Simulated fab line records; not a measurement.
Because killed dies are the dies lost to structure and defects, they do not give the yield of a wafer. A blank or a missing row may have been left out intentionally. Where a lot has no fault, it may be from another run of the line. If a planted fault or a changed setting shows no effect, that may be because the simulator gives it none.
Problem report in the 8D (eight disciplines) form, filled by code	flow gf180mcu	the parts of the form that need people (team, actions taken, sign-off) are left out

## 1. THE PROBLEM
Wafers without a fault read 36.95 s, standard deviation 0.1; stripTimeToEndpointS at GF_MVSD_STRIP_10 reads a mean of 38.20 s on 3 wafers belonging to 2 lots. That puts it +12 standard deviations away from the usual mean.
The step: strips in O2/N2.
Seen first at day 6 08:17 on plasmaAsher-03, wafer L654.4. The record has a number at this step for 42 wafers belonging to 14 lots. Rule for "out" (also "out of limits"): further than 4 standard deviations from the usual mean. The rest of the wafers with a number are treated as sound.

## 2. WHAT IT IS; WHAT IT IS NOT
question	is	is not
which readings at this step	stripTimeToEndpointS	heaterPowerW, o2FlowSccm
which lots	L654, L656	L646, L647, L651, L652, L658, L659, L660, L661, L664, L665, L667, L669
which wafers of those lots	L654.4, L656.2, L656.4	L654.2, L654.3, L656.5
read on which tools	plasmaAsher-03	plasmaAsher-01, plasmaAsher-04
when	from day 6 08:17	up to then (14 sound wafers); but 25 sound wafers of L656, L658, L659, L660, L661, L664, L665, L667, L669 came after

## 3. THE SUSPECTS, EACH WITH WHAT RULES IT OUT
Counting: any tool at a process step up to the reading remains a suspect provided it ran every lot that is out. Sound lots after the first of them don't rule it out here, since some wafers of a struck lot are sound.
- plasmaAsher-03 at GF_MVSD_STRIP_10 (strips in O2/N2): kept. Every lot that is out went through it, the first being L654 (day 6 08:17); the last sound lot it ran before that was L647 (day 4 16:47). On those wafers its own readings are out: stripTimeToEndpointS.
- Within plasmaAsher-03 at GF_MVSD_STRIP_10, the wafers that are out were processed in chamber 1 and their sound lot-mates in chamber 0.
The count leaves plasmaAsher-03 at GF_MVSD_STRIP_10.

## 4. THE CAUSE (what the simulator had put in)
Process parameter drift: plasmaAsher-03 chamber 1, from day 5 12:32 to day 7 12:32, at GF_MVSD_STRIP_10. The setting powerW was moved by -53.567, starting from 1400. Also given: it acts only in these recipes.
This tool alone remained once counting was done.

## 5. THE EFFECT CHAIN, in route order
One row per reading whose mean, taken over the struck wafers that have a number, lies over 3 standard deviations from the usual. Only readings for which the record gives a usual standard deviation are gone through. hours: the time from each lot's start at the first step in this table that gives one to its start at this step, as a median over the lots. sigmas: the change in usual standard deviations.
hours	step	reading	usual	on struck wafers	change	sigmas
0	GF_MVSD_STRIP_10	oesProductAu	0.723 a.u.	0.705	-0.018	-3.7
0	GF_MVSD_STRIP_10	stripTimeToEndpointS	36.95 s	38.20	+1.25	+12
It contains these process steps:
- GF_MVSD_STRIP_10: strips in O2/N2.
Later measuring or inspecting steps at which every struck wafer that the step has a row for has a number for every such reading, and none has moved that far: GF_NSD_CD_MEAS_07.

## 6. WHAT WOULD HAVE CAUGHT IT SOONER
First out-of-limits reading in this record: day 6 08:17, which is 20 hours after fault onset at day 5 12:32.
